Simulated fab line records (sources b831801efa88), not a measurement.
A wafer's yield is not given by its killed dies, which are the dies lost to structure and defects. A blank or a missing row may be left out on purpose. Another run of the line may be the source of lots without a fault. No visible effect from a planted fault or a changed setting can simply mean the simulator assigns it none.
Code-filled problem report in 8D (eight disciplines) form / flow gf180mcu / the parts of the form that need people (team, actions taken, sign-off) are left out

## 1. WHAT IS WRONG
VT_IMPLANT_2_TW at GF_VT_IMPLANT_TW_MEAS_21 reads a mean of 1164 on 6 wafers of 2 lots; wafers without a fault read 1208 with a standard deviation of 4.9. Measured from the usual mean, that is -8.9 standard deviations.
First seen on wafer L718.2, day 9 10:19, on film metro-02. At this step, 39 wafers from 13 lots have a number in the record. Rule for "out" (also "out of limits"): further than 4 standard deviations from the usual mean. The rest of the wafers with a number are treated as sound.

## 2. WHAT IT IS AND WHAT IT IS NOT
question=which readings at this step | is=VT_IMPLANT_2_TW | is not=-
question=which lots | is=L718, L720 | is not=L706, L707, L708, L709, L710, L715, L721, L722, L723, L728, L729
question=which wafers of those lots | is=all that have a number | is not=-
question=read on which gauges | is=film metro-01, film metro-02 | is not=film metro-04
question=when | is=from day 9 10:19 | is not=up to then (18 sound wafers); but 15 sound wafers of L721, L722, L723, L728, L729 came after

## 3. SUSPECTS, AND WHAT RULES EACH OUT
Counting: any tool at a process step up to the reading is kept as a suspect provided that every lot that is out went through it and no sound lot did after the first of them.
- the gauge at GF_VT_IMPLANT_TW_MEAS_21 is ruled out. The wafers that are out were read on 2 gauges (film metro-01, film metro-02).
- implanter-02 at GF_VT_IMPLANT_IMPLANT_19: kept. All lots that are out passed through it, beginning with L718 at day 9 10:04, and no sound lot followed; its final sound lot before that point was L706 at day 6 05:42. On those wafers its own readings are out: dose ions cm2.
Left after counting: implanter-02 at GF_VT_IMPLANT_IMPLANT_19.

## 4. THE CAUSE (what the simulator had put in)
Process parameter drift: implanter-02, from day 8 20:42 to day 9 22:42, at GF_VT_IMPLANT_IMPLANT_19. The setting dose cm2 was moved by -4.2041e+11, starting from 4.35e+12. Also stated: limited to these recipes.
Counting left only this tool.

## 5. THE CHAIN OF EFFECTS, in route order
One row per reading whose mean, taken over the struck wafers that have a number, lies over 3 standard deviations from the usual. Only readings for which the record gives a usual standard deviation are gone through. hours: the time from each lot's start at the first step in this table that gives one to its start at this step, as a median over the lots. sigmas: the change in usual standard deviations.
hours=0; step=GF_VT_IMPLANT_IMPLANT_19; reading=dose ions cm2; usual=4.35e+12; on struck wafers=3.93e+12; change=-4.21e+11; sigmas=-92
hours=0; step=GF_VT_IMPLANT_IMPLANT_19; reading=faraday current uA; usual=24.6; on struck wafers=22.3; change=-2.3; sigmas=-5.3
hours=0; step=GF_VT_IMPLANT_TW_MEAS_21; reading=VT_IMPLANT_2_TW; usual=1208; on struck wafers=1164; change=-44; sigmas=-8.9
Here are the process steps it includes:
- GF_VT_IMPLANT_IMPLANT_19
Later measuring or inspecting steps at which every struck wafer that the step has a row for has a number for every such reading, and none has moved that far: GF_VT_IMPLANT_TW_MEAS_43, GF_HV_LDD_CD_MEAS_19.

## 6. HOW IT WOULD HAVE BEEN CAUGHT EARLIER
Counted from the fault's start at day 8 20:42, it took 14 hours until the first out-of-limits reading at a measuring or inspecting step in this record, taken at day 9 10:19.
The tool's own readings at GF_VT_IMPLANT_IMPLANT_19 were out on every struck wafer that the step has a row for (dose ions cm2): an alarm limit on them would have fired on the first of those.
Lots out: 2; of these, L720 started GF_VT_IMPLANT_IMPLANT_19 on implanter-02 after day 9 10:19. Putting the tool on hold at that point would have spared it.
